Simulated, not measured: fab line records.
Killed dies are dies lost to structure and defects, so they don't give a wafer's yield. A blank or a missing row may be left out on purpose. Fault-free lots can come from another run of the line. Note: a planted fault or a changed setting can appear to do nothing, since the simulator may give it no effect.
The tool behind it: which one? || flow sky130 || 13 lots, 39 wafers sampled, at 5 steps of a route of 708

WHAT THE GAUGES READ, wafer by wafer
SKY_NWELL_THK_MEAS_02. Usual: NWELL_OXIDATION_THK 9.90 nm, standard deviation 0.16.
{"lot": "L677", "measured": "day 2 11:35", "on": "film metro-04", "NWELL_OXIDATION_THK (nm)": "10.06 10.19 10.13", "flag": ""}
{"lot": "L683", "measured": "day 3 23:31", "on": "film metro-01", "NWELL_OXIDATION_THK (nm)": "10.01 9.72 9.97", "flag": ""}
{"lot": "L684", "measured": "day 4 06:20", "on": "film metro-03", "NWELL_OXIDATION_THK (nm)": "9.98 9.81 9.72", "flag": ""}
{"lot": "L685", "measured": "day 4 06:20", "on": "film metro-04", "NWELL_OXIDATION_THK (nm)": "9.81 9.77 9.77", "flag": ""}
{"lot": "L686", "measured": "day 4 11:59", "on": "film metro-04", "NWELL_OXIDATION_THK (nm)": "10.20 10.16 10.05", "flag": ""}
{"lot": "L688", "measured": "day 5 00:29", "on": "film metro-01", "NWELL_OXIDATION_THK (nm)": "9.82 9.76 9.91", "flag": ""}
{"lot": "L689", "measured": "day 5 04:55", "on": "film metro-03", "NWELL_OXIDATION_THK (nm)": "9.41 9.55 9.50", "flag": ""}
{"lot": "L690", "measured": "day 5 11:55", "on": "film metro-01", "NWELL_OXIDATION_THK (nm)": "9.91 9.88 9.99", "flag": ""}
{"lot": "L691", "measured": "day 5 14:52", "on": "film metro-04", "NWELL_OXIDATION_THK (nm)": "9.85 9.67 9.74", "flag": ""}
{"lot": "L692", "measured": "day 5 18:49", "on": "film metro-04", "NWELL_OXIDATION_THK (nm)": "9.95 9.94 9.93", "flag": ""}
{"lot": "L693", "measured": "day 5 22:53", "on": "film metro-03", "NWELL_OXIDATION_THK (nm)": "9.84 10.08 9.85", "flag": ""}
{"lot": "L694", "measured": "day 6 04:49", "on": "film metro-04", "NWELL_OXIDATION_THK (nm)": "9.93 9.87 9.88", "flag": ""}
{"lot": "L700", "measured": "day 7 10:07", "on": "film metro-01", "NWELL_OXIDATION_THK (nm)": "9.66 9.60 9.78", "flag": ""}

SKY_DNWELL_TW_MEAS_09. Usual: DNWELL_TW 1119, standard deviation 11.
{"lot": "L677", "measured": "day 3 03:00", "on": "film metro-01", "DNWELL_TW": "1124 1127 1130", "flag": ""}
{"lot": "L683", "measured": "day 4 15:38", "on": "film metro-04", "DNWELL_TW": "1123 1120 1125", "flag": ""}
{"lot": "L684", "measured": "day 4 23:31", "on": "film metro-04", "DNWELL_TW": "1124 1123 1123", "flag": ""}
{"lot": "L685", "measured": "day 4 23:52", "on": "film metro-01", "DNWELL_TW": "1128 1124 1121", "flag": ""}
{"lot": "L686", "measured": "day 5 05:23", "on": "film metro-03", "DNWELL_TW": "1103 1102 1102", "flag": ""}
{"lot": "L688", "measured": "day 5 18:32", "on": "film metro-04", "DNWELL_TW": "1129 1134 1123", "flag": ""}
{"lot": "L689", "measured": "day 5 22:06", "on": "film metro-03", "DNWELL_TW": "1106 1108 1105", "flag": ""}
{"lot": "L690", "measured": "day 6 06:14", "on": "film metro-03", "DNWELL_TW": "1100 1107 1104", "flag": ""}
{"lot": "L691", "measured": "day 6 08:58", "on": "film metro-03", "DNWELL_TW": "1100 1099 1102", "flag": ""}
{"lot": "L692", "measured": "day 6 13:58", "on": "film metro-04", "DNWELL_TW": "1123 1119 1122", "flag": ""}
{"lot": "L693", "measured": "day 6 18:22", "on": "film metro-04", "DNWELL_TW": "1128 1137 1133", "flag": ""}
{"lot": "L694", "measured": "day 7 00:24", "on": "film metro-01", "DNWELL_TW": "1120 1122 1113", "flag": ""}
{"lot": "L700", "measured": "day 8 07:28", "on": "film metro-01", "DNWELL_TW": "1124 1126 1118", "flag": ""}

SKY_NWELL_OVL_MEAS_10. Usual: NWELL_00_OVL -0.3 nm, standard deviation 1.4.
{"lot": "L677", "measured": "day 4 09:57", "on": "overlay-01", "NWELL_00_OVL (nm)": "0.5 -0.8 -0.1", "flag": ""}
{"lot": "L683", "measured": "day 6 02:47", "on": "overlay-02", "NWELL_00_OVL (nm)": "-2.0 -2.7 -1.1", "flag": ""}
{"lot": "L684", "measured": "day 6 12:07", "on": "overlay-01", "NWELL_00_OVL (nm)": "2.5 1.9 3.5", "flag": ""}
{"lot": "L685", "measured": "day 6 12:16", "on": "overlay-02", "NWELL_00_OVL (nm)": "-0.6 -1.5 0.0", "flag": ""}
{"lot": "L686", "measured": "day 6 18:23", "on": "overlay-02", "NWELL_00_OVL (nm)": "-1.0 0.4 -1.8", "flag": ""}
{"lot": "L688", "measured": "day 7 08:18", "on": "overlay-02", "NWELL_00_OVL (nm)": "0.5 -0.8 -0.6", "flag": ""}
{"lot": "L689", "measured": "day 7 12:35", "on": "overlay-01", "NWELL_00_OVL (nm)": "1.1 0.0 1.2", "flag": ""}
{"lot": "L690", "measured": "day 7 21:49", "on": "overlay-02", "NWELL_00_OVL (nm)": "157.4 155.1 157.9", "flag": "OFF"}
{"lot": "L691", "measured": "day 8 00:30", "on": "overlay-01", "NWELL_00_OVL (nm)": "155.4 155.9 156.7", "flag": "OFF"}
{"lot": "L692", "measured": "day 8 05:46", "on": "overlay-01", "NWELL_00_OVL (nm)": "-1.4 -3.0 -2.7", "flag": ""}
{"lot": "L693", "measured": "day 8 11:04", "on": "overlay-01", "NWELL_00_OVL (nm)": "156.4 156.5 156.1", "flag": "OFF"}
{"lot": "L694", "measured": "day 8 18:37", "on": "overlay-02", "NWELL_00_OVL (nm)": "1.0 0.7 -2.6", "flag": ""}
{"lot": "L700", "measured": "day 10 03:01", "on": "overlay-02", "NWELL_00_OVL (nm)": "0.9 -1.1 -1.4", "flag": ""}

SKY_VT_ADJUST_HVTR_OVL_MEAS_08. Usual: VT_ADJUST_HVTR_OVL -0.2 nm, standard deviation 1.5.
{"lot": "L677", "measured": "day 9 07:53", "on": "overlay-01", "VT_ADJUST_HVTR_OVL (nm)": "2.6 3.0 1.5", "flag": ""}
{"lot": "L683", "measured": "day 11 11:13", "on": "overlay-01", "VT_ADJUST_HVTR_OVL (nm)": "-1.1 -0.5 -2.6", "flag": ""}
{"lot": "L684", "measured": "day 11 21:22", "on": "overlay-01", "VT_ADJUST_HVTR_OVL (nm)": "-1.0 0.5 -0.5", "flag": ""}
{"lot": "L685", "measured": "day 11 22:20", "on": "overlay-02", "VT_ADJUST_HVTR_OVL (nm)": "0.4 0.8 2.6", "flag": ""}
{"lot": "L686", "measured": "day 12 08:24", "on": "overlay-02", "VT_ADJUST_HVTR_OVL (nm)": "-0.5 -0.8 -0.5", "flag": ""}
{"lot": "L688", "measured": "day 13 00:37", "on": "overlay-01", "VT_ADJUST_HVTR_OVL (nm)": "-2.1 -1.2 -0.4", "flag": ""}
{"lot": "L689", "measured": "day 13 07:24", "on": "overlay-02", "VT_ADJUST_HVTR_OVL (nm)": "-2.1 -2.1 -0.8", "flag": ""}
{"lot": "L690", "measured": "day 13 17:29", "on": "overlay-02", "VT_ADJUST_HVTR_OVL (nm)": "1.7 0.2 -1.5", "flag": ""}
{"lot": "L691", "measured": "day 13 20:14", "on": "overlay-02", "VT_ADJUST_HVTR_OVL (nm)": "-2.7 -3.1 -2.1", "flag": ""}
{"lot": "L692", "measured": "day 14 01:08", "on": "overlay-01", "VT_ADJUST_HVTR_OVL (nm)": "-0.2 -0.4 -1.7", "flag": ""}
{"lot": "L693", "measured": "day 14 06:43", "on": "overlay-02", "VT_ADJUST_HVTR_OVL (nm)": "-1.8 -0.4 -1.5", "flag": ""}
{"lot": "L694", "measured": "day 14 17:30", "on": "overlay-01", "VT_ADJUST_HVTR_OVL (nm)": "1.3 -1.5 -1.4", "flag": ""}
{"lot": "L700", "measured": "day 16 10:35", "on": "overlay-02", "VT_ADJUST_HVTR_OVL (nm)": "-0.1 1.2 -0.8", "flag": ""}

WHICH TOOL RAN EACH LOT (tool, then ch and the chambers of the sampled wafers, then the start)
{"lot": "L677", "SKY_NWELL_EXPOSE_07": "iline stepper-02 ch 0, day 4 02:43"}
{"lot": "L683", "SKY_NWELL_EXPOSE_07": "iline stepper-02 ch 0, day 5 18:25"}
{"lot": "L684", "SKY_NWELL_EXPOSE_07": "iline stepper-02 ch 0, day 6 01:48"}
{"lot": "L685", "SKY_NWELL_EXPOSE_07": "iline stepper-02 ch 0, day 6 02:26"}
{"lot": "L686", "SKY_NWELL_EXPOSE_07": "iline stepper-02 ch 0, day 6 09:07"}
{"lot": "L688", "SKY_NWELL_EXPOSE_07": "iline stepper-02 ch 0, day 6 22:15"}
{"lot": "L689", "SKY_NWELL_EXPOSE_07": "iline stepper-01 ch 0, day 7 02:58"}
{"lot": "L690", "SKY_NWELL_EXPOSE_07": "iline stepper-02 ch 0, day 7 12:19"}
{"lot": "L691", "SKY_NWELL_EXPOSE_07": "iline stepper-02 ch 0, day 7 14:32"}
{"lot": "L692", "SKY_NWELL_EXPOSE_07": "iline stepper-01 ch 0, day 7 18:52"}
{"lot": "L693", "SKY_NWELL_EXPOSE_07": "iline stepper-02 ch 0, day 8 00:22"}
{"lot": "L694", "SKY_NWELL_EXPOSE_07": "iline stepper-01 ch 0, day 8 07:51"}
{"lot": "L700", "SKY_NWELL_EXPOSE_07": "iline stepper-01 ch 0, day 9 15:57"}
- SKY_NWELL_EXPOSE_07: exposes mask NWM, target cd 840 nm.

WHAT THE TOOLS THEMSELVES READ (means of the sampled wafers that have a number; where no wafer has one, the mark that the record gives instead)
SKY_NWELL_EXPOSE_07. Usual: stage vel mm s 499.95 mm/s, standard deviation 0.28.
{"lot": "L677", "tool": "iline stepper-02", "stage vel mm s (mm/s)": 499.96, "flag": ""}
{"lot": "L683", "tool": "iline stepper-02", "stage vel mm s (mm/s)": 500.35, "flag": ""}
{"lot": "L684", "tool": "iline stepper-02", "stage vel mm s (mm/s)": 499.60, "flag": ""}
{"lot": "L685", "tool": "iline stepper-02", "stage vel mm s (mm/s)": 499.91, "flag": ""}
{"lot": "L686", "tool": "iline stepper-02", "stage vel mm s (mm/s)": 500.04, "flag": ""}
{"lot": "L688", "tool": "iline stepper-02", "stage vel mm s (mm/s)": 500.21, "flag": ""}
{"lot": "L689", "tool": "iline stepper-01", "stage vel mm s (mm/s)": 499.89, "flag": ""}
{"lot": "L690", "tool": "iline stepper-02", "stage vel mm s (mm/s)": 500.19, "flag": ""}
{"lot": "L691", "tool": "iline stepper-02", "stage vel mm s (mm/s)": 500.17, "flag": ""}
{"lot": "L692", "tool": "iline stepper-01", "stage vel mm s (mm/s)": 499.95, "flag": ""}
{"lot": "L693", "tool": "iline stepper-02", "stage vel mm s (mm/s)": 499.81, "flag": ""}
{"lot": "L694", "tool": "iline stepper-01", "stage vel mm s (mm/s)": 499.99, "flag": ""}
{"lot": "L700", "tool": "iline stepper-01", "stage vel mm s (mm/s)": 500.22, "flag": ""}

THE ANSWER, worked out from the rows above alone
Rule: lot off if the mean of its wafers having a number is beyond 3 standard deviations from the usual mean. Also off: a lot with no number at a reading for which 4 or more lots have one. All remaining lots with rows at the step are treated as sound. After the gauges, taken in route order, come the tools' own readings; for these a lot's mean is taken, as printed above. At the first step where some lot is off, the reading lying furthest off is the one used; lots without a number count as furthest.
Off: at SKY_NWELL_OVL_MEAS_10 (NWELL_00_OVL), L690, L691, L693.
A tool fits if, at a process step before that reading, it ran every lot that is off, and no sound lot after the first of them. Gauges at SKY_NWELL_OVL_MEAS_10: tried the same way as those tools. One candidate fits, namely iline stepper-02 at SKY_NWELL_EXPOSE_07. A fault onset in the window from L688 (day 6 22:15, its last sound lot) to L690 (day 7 12:19, its first lot off) fits.

WHAT THE SIMULATOR HAD INSERTED
Scanner matching overlay: iline stepper-02, from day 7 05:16 on, at SKY_NWELL_EXPOSE_07. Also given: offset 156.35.
Lots struck among those shown: L690, L691, L693. The rule given above showed the same thing.
